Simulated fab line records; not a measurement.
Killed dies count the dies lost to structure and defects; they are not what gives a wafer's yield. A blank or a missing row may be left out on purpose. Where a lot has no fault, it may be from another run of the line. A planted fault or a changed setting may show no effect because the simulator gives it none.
What tool caused it? | flow sfq-line | at 1 step of a route of 325, 14 lots with 42 wafers sampled

== WHAT THE GAUGES SHOWED, per wafer ==
The record lacks any reading of a measuring or inspecting step that a usual standard deviation could be used to judge.

== WHICH TOOL RAN EACH LOT (tool, then ch and the chambers of the sampled wafers, then the start) ==
lot  | SFQ_TRILAYER_M6_LITHO_COAT_159
L312 | litho-track-04 ch 0, day 74 01:44
L314 | litho-track-03 ch 0, day 74 21:10
L316 | litho-track-01 ch 0, day 75 00:44
L317 | litho-track-01 ch 0, day 75 05:18
L319 | litho-track-04 ch 0, day 75 09:55
L324 | litho-track-01 ch 0, day 75 21:56
L325 | litho-track-01 ch 0, day 75 23:17
L327 | litho-track-04 ch 0, day 78 19:19
L328 | litho-track-01 ch 0, day 83 01:13
L331 | litho-track-01 ch 0, day 84 20:25
L332 | litho-track-01 ch 0, day 85 05:34
L333 | litho-track-03 ch 0, day 85 10:27
L334 | litho-track-03 ch 0, day 85 13:46
L335 | litho-track-03 ch 0, day 85 15:09
- SFQ_TRILAYER_M6_LITHO_COAT_159: resist thk 600 nm.

== AS READ BY THE TOOLS THEMSELVES (means over the sampled wafers that have a number; for cases with no such wafer, the mark the record gives instead) ==
SFQ_TRILAYER_M6_LITHO_COAT_159.
lot  | tool           | resist-line-temp-C (C) | spin-speed-rpm (rpm)
L312 | litho-track-04 | 22.92                  | 3000.0
L314 | litho-track-03 | 23.08                  | 2999.6
L316 | litho-track-01 | 22.98                  | 2997.1
L317 | litho-track-01 | 23.02                  | 2999.1
L319 | litho-track-04 | 23.03                  | 3000.1
L324 | litho-track-01 | 22.94                  | 3058.9
L325 | litho-track-01 | 23.09                  | 3057.3
L327 | litho-track-04 | 23.02                  | 3001.4
L328 | litho-track-01 | 22.88                  | 3000.4
L331 | litho-track-01 | 23.08                  | 3000.1
L332 | litho-track-01 | 22.93                  | 2999.6
L333 | litho-track-03 | 23.09                  | 3001.2
L334 | litho-track-03 | 22.99                  | 3002.9
L335 | litho-track-03 | 23.10                  | 3000.0

== THE ANSWER, worked out from the rows above alone ==
Rule: the lots themselves supply what counts as usual. The widest of any qualifying gaps counts: lots, ordered by their means at a reading, are off when they make up no more than a third of the lots, leave a main group of 4 or more, and stand apart from it by 3 or more times the standard deviation of that group's means. Not used: any main group whose means are identical at the precision the tables above print for the reading. A lot without any number at a reading at which 4 lots or more have one is off too. The other lots that the step has rows for count as sound. After the gauges, taken in route order, come the tools' own readings; for these a lot's mean is taken, as printed above. The first step at which some lot is off is used, and at that step the reading that is off furthest; a lot without a number counts as furthest.
Off: L324, L325, at SFQ_TRILAYER_M6_LITHO_COAT_159 (spin-speed-rpm). Main group: mean 3000.1 rpm, sd 1.3.
A tool fits if, at that step or a process step before it, it ran every lot that is off, and no sound lot after the first of them. No candidate that was tried fits.

== WHAT THE SIMULATOR HAD PUT IN ==
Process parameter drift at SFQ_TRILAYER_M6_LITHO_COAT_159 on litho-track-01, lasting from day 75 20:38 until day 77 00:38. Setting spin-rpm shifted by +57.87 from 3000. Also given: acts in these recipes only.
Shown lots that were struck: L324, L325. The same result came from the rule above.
